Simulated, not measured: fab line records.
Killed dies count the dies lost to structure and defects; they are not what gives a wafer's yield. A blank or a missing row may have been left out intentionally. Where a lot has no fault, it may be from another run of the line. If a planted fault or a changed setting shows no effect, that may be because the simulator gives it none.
Split-lot study || flow gf180mcu || 5 lots, 23 wafers read, on a route of 602 steps

== ABOUT THE SPLIT ==
At GF_M2_SPUTTER_04 (material TiN, target thk 50 nm, time 41.7 s), the setting time-s was moved away from the recipe's 41.7 s on 8 of the 23 wafers read, by -9.2% to +14.2%. For the rest of the wafers, this setting stayed at what the recipe calls for.

The split's own step is where the reading is taken.

== THE READING ==
TiN_of_M2_SPUTTER_04.thk-nm (the simulator's own value, which no gauge read), in nm, at GF_M2_SPUTTER_04 (material TiN, target thk 50 nm, time 41.7 s). There is no usual value for it anywhere in the file. Average 49.65 nm, standard deviation 0.71 nm, over the 15 wafers here run with the recipe.

{"wafer": "L079.2", "tool, chamber at the split": "pvd-sputter-01, -", "time-s as run, s": 44.89, "against the recipe": "+7.6%", "TiN_of_M2_SPUTTER_04.thk-nm, nm": 53.52, "against lot-mates on the recipe": "+4.43"}
{"wafer": "L079.3", "tool, chamber at the split": "pvd-sputter-01, -", "time-s as run, s": 44.89, "against the recipe": "+7.6%", "TiN_of_M2_SPUTTER_04.thk-nm, nm": 53.02, "against lot-mates on the recipe": "+3.93"}
{"wafer": "L079.4", "tool, chamber at the split": "pvd-sputter-01, -", "time-s as run, s": 41.7, "against the recipe": "recipe", "TiN_of_M2_SPUTTER_04.thk-nm, nm": 49.17, "against lot-mates on the recipe": "-"}
{"wafer": "L079.5", "tool, chamber at the split": "pvd-sputter-01, -", "time-s as run, s": 44.89, "against the recipe": "+7.6%", "TiN_of_M2_SPUTTER_04.thk-nm, nm": 53.42, "against lot-mates on the recipe": "+4.33"}
{"wafer": "L079.6", "tool, chamber at the split": "pvd-sputter-01, -", "time-s as run, s": 41.7, "against the recipe": "recipe", "TiN_of_M2_SPUTTER_04.thk-nm, nm": 49.01, "against lot-mates on the recipe": "-"}
{"wafer": "L080.2", "tool, chamber at the split": "pvd-sputter-04, -", "time-s as run, s": 41.7, "against the recipe": "recipe", "TiN_of_M2_SPUTTER_04.thk-nm, nm": 49.4, "against lot-mates on the recipe": "-"}
{"wafer": "L080.5", "tool, chamber at the split": "pvd-sputter-04, -", "time-s as run, s": 41.7, "against the recipe": "recipe", "TiN_of_M2_SPUTTER_04.thk-nm, nm": 48.61, "against lot-mates on the recipe": "-"}
{"wafer": "L080.6", "tool, chamber at the split": "pvd-sputter-04, -", "time-s as run, s": 41.7, "against the recipe": "recipe", "TiN_of_M2_SPUTTER_04.thk-nm, nm": 49.8, "against lot-mates on the recipe": "-"}
{"wafer": "L081.1", "tool, chamber at the split": "pvd-sputter-02, -", "time-s as run, s": 41.7, "against the recipe": "recipe", "TiN_of_M2_SPUTTER_04.thk-nm, nm": 49.29, "against lot-mates on the recipe": "-"}
{"wafer": "L081.2", "tool, chamber at the split": "pvd-sputter-02, -", "time-s as run, s": 41.7, "against the recipe": "recipe", "TiN_of_M2_SPUTTER_04.thk-nm, nm": 49.3, "against lot-mates on the recipe": "-"}
{"wafer": "L081.3", "tool, chamber at the split": "pvd-sputter-02, -", "time-s as run, s": 41.7, "against the recipe": "recipe", "TiN_of_M2_SPUTTER_04.thk-nm, nm": 49.04, "against lot-mates on the recipe": "-"}
{"wafer": "L081.4", "tool, chamber at the split": "pvd-sputter-02, -", "time-s as run, s": 41.7, "against the recipe": "recipe", "TiN_of_M2_SPUTTER_04.thk-nm, nm": 49.1, "against lot-mates on the recipe": "-"}
{"wafer": "L081.5", "tool, chamber at the split": "pvd-sputter-02, -", "time-s as run, s": 41.7, "against the recipe": "recipe", "TiN_of_M2_SPUTTER_04.thk-nm, nm": 49.18, "against lot-mates on the recipe": "-"}
{"wafer": "L082.1", "tool, chamber at the split": "pvd-sputter-01, -", "time-s as run, s": 41.7, "against the recipe": "recipe", "TiN_of_M2_SPUTTER_04.thk-nm, nm": 50.46, "against lot-mates on the recipe": "-"}
{"wafer": "L082.2", "tool, chamber at the split": "pvd-sputter-01, -", "time-s as run, s": 37.85, "against the recipe": "-9.2%", "TiN_of_M2_SPUTTER_04.thk-nm, nm": 46.25, "against lot-mates on the recipe": -4.30}
{"wafer": "L082.3", "tool, chamber at the split": "pvd-sputter-01, -", "time-s as run, s": 37.85, "against the recipe": "-9.2%", "TiN_of_M2_SPUTTER_04.thk-nm, nm": 45.37, "against lot-mates on the recipe": -5.18}
{"wafer": "L082.5", "tool, chamber at the split": "pvd-sputter-01, -", "time-s as run, s": 41.7, "against the recipe": "recipe", "TiN_of_M2_SPUTTER_04.thk-nm, nm": 50.29, "against lot-mates on the recipe": "-"}
{"wafer": "L082.6", "tool, chamber at the split": "pvd-sputter-01, -", "time-s as run, s": 41.7, "against the recipe": "recipe", "TiN_of_M2_SPUTTER_04.thk-nm, nm": 50.9, "against lot-mates on the recipe": "-"}
{"wafer": "L084.1", "tool, chamber at the split": "pvd-sputter-04, -", "time-s as run, s": 41.7, "against the recipe": "recipe", "TiN_of_M2_SPUTTER_04.thk-nm, nm": 51, "against lot-mates on the recipe": "-"}
{"wafer": "L084.2", "tool, chamber at the split": "pvd-sputter-04, -", "time-s as run, s": 47.63, "against the recipe": "+14.2%", "TiN_of_M2_SPUTTER_04.thk-nm, nm": 57.9, "against lot-mates on the recipe": "+7.32"}
{"wafer": "L084.4", "tool, chamber at the split": "pvd-sputter-04, -", "time-s as run, s": 47.63, "against the recipe": "+14.2%", "TiN_of_M2_SPUTTER_04.thk-nm, nm": 57, "against lot-mates on the recipe": "+6.42"}
{"wafer": "L084.5", "tool, chamber at the split": "pvd-sputter-04, -", "time-s as run, s": 47.63, "against the recipe": "+14.2%", "TiN_of_M2_SPUTTER_04.thk-nm, nm": 58.22, "against lot-mates on the recipe": "+7.64"}
{"wafer": "L084.6", "tool, chamber at the split": "pvd-sputter-04, -", "time-s as run, s": 41.7, "against the recipe": "recipe", "TiN_of_M2_SPUTTER_04.thk-nm, nm": 50.15, "against lot-mates on the recipe": "-"}

FIT RESULTS
A straight line over all 23 wafers: TiN_of_M2_SPUTTER_04.thk-nm changes by +0.517 nm for each +1% of time-s; r = +0.97; the points scatter about the line by 0.76 nm.
The same after taking each lot's own level away (the mean of its wafers on the recipe; 23 wafers): +0.512 nm for each +1%; r = +0.99; scatter 0.38 nm.
That fit puts the effect of the largest move of time-s on the reading at 7.3 nm.
Across the lots, their own levels run from 49.090 to 50.575 nm, a range of 2.1 times the standard deviation given above.
The two slopes are in agreement: the lot-to-lot level therefore moves the slope only a little.
Check: +7.3 nm against its lot-mates is what the line predicts for one of the wafers moved furthest among these (+14.2%) when that wafer is left out of the fit. Against them it came out at +7.32 nm.

== ADDITIONAL SPLITS CARRIED BY THESE WAFERS ==
Before the reading, these wafers also passed through other splits. Each is held against what the fit with the lots' levels taken away leaves over:
{"other split on the same wafers": "GF_CONTACT_PEB_12 peb-temp-c", "wafers away from the commonest value": 5, "r with TiN_of_M2_SPUTTER_04.thk-nm (lot level and that fit taken away)": "+0.21"}
{"other split on the same wafers": "GF_M1_SPUTTER_04 time-s", "wafers away from the commonest value": 7, "r with TiN_of_M2_SPUTTER_04.thk-nm (lot level and that fit taken away)": -0.33}
{"other split on the same wafers": "GF_M1_EXPOSE_11 dose-mj", "wafers away from the commonest value": 5, "r with TiN_of_M2_SPUTTER_04.thk-nm (lot level and that fit taken away)": -0.08}
{"other split on the same wafers": "GF_M2_SPUTTER_01 time-s", "wafers away from the commonest value": 8, "r with TiN_of_M2_SPUTTER_04.thk-nm (lot level and that fit taken away)": -0.12}

== FILE'S OWN FIT ==
TiN_of_M2_SPUTTER_04.thk-nm changes by +0.513 nm for each +1% of time-s, r = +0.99.
